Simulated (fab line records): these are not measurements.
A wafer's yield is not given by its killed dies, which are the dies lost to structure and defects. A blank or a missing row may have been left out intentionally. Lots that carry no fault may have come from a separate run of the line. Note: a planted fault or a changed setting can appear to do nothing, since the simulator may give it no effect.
8D (eight disciplines) problem report, filled in by code -- flow gf180mcu -- the parts of the form that need people (team, actions taken, sign-off) are left out

## 1. THE PROBLEM
At GF_M4_SPUTTER_03, chamber-pressure-pa averages 0.3203 Pa over 3 wafers from 2 lots, while fault-free wafers read 0.3000 Pa, standard deviation 0.00065. That is +31 standard deviations from the usual mean.
The step: material Ti, target thk 10 nm, time 6.7 s.
Earliest sighting: wafer L292.2 on pvd-sputter-04 at day 26 05:22. Wafers with a number at this step in the record: 39, from 13 lots. By rule, "out" or "out of limits" means more than 4 standard deviations away from the usual mean. The other wafers with a number count as sound.

## 2. WHAT IT IS, WHAT IT ISN'T
question,is,is not
which readings at this step,chamber-pressure-pa,throttle-valve-pct
which lots,"L292, L296","L283, L284, L286, L288, L289, L290, L300, L301, L302, L303, L305"
which wafers of those lots,"L292.2, L292.6, L296.1","L292.3, L296.3, L296.5"
read on which tools,pvd-sputter-04,"pvd-sputter-01, pvd-sputter-03"
when,from day 26 05:22,"up to then (19 sound wafers); but 17 sound wafers of L296, L300, L301, L302, L303, L305 came after"

## 3. WHAT RULES OUT EACH SUSPECT
Counting: any tool at a process step up to the reading remains a suspect provided it ran every lot that is out. Sound lots after the first of them don't rule it out here, since some wafers of a struck lot are sound.
- pvd-sputter-04 at GF_M4_SPUTTER_03 (material Ti, target thk 10 nm, time 6.7 s): kept. Every lot that is out went through it, the first being L292 (day 26 05:22); the last sound lot it ran before that was L290 (day 25 09:38). On those wafers its own readings are out: chamber-pressure-pa.
The count leaves pvd-sputter-04 at GF_M4_SPUTTER_03.

## 4. THE CAUSE (what the simulator had put in)
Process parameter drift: pvd-sputter-04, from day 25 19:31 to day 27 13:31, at GF_M4_SPUTTER_03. The setting chamber-pressure-pa was moved by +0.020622, starting from 0.3. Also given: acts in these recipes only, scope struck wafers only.
The count eliminated every tool but this one.

## 5. THE EFFECT CHAIN, in route order
Rows list readings where the struck wafers' mean (over those with a number) sits beyond 3 standard deviations from the usual. Only readings whose record carries a usual standard deviation are examined. hours: median over the lots of the time between each lot's start at the first step of this table that gives one and its start at this step. sigmas: the change, counted in usual standard deviations.
hours,step,reading,usual,on struck wafers,change,sigmas
0,GF_M4_SPUTTER_03,chamber-pressure-pa,0.3000 Pa,0.3203,+0.0203,+31
Process steps it contains:
- GF_M4_SPUTTER_03: material Ti, target thk 10 nm, time 6.7 s.

## 6. HOW IT WOULD HAVE BEEN CAUGHT EARLIER
The fault began at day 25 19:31; the first out-of-limits reading in this record came at day 26 05:22, 10 hours later.
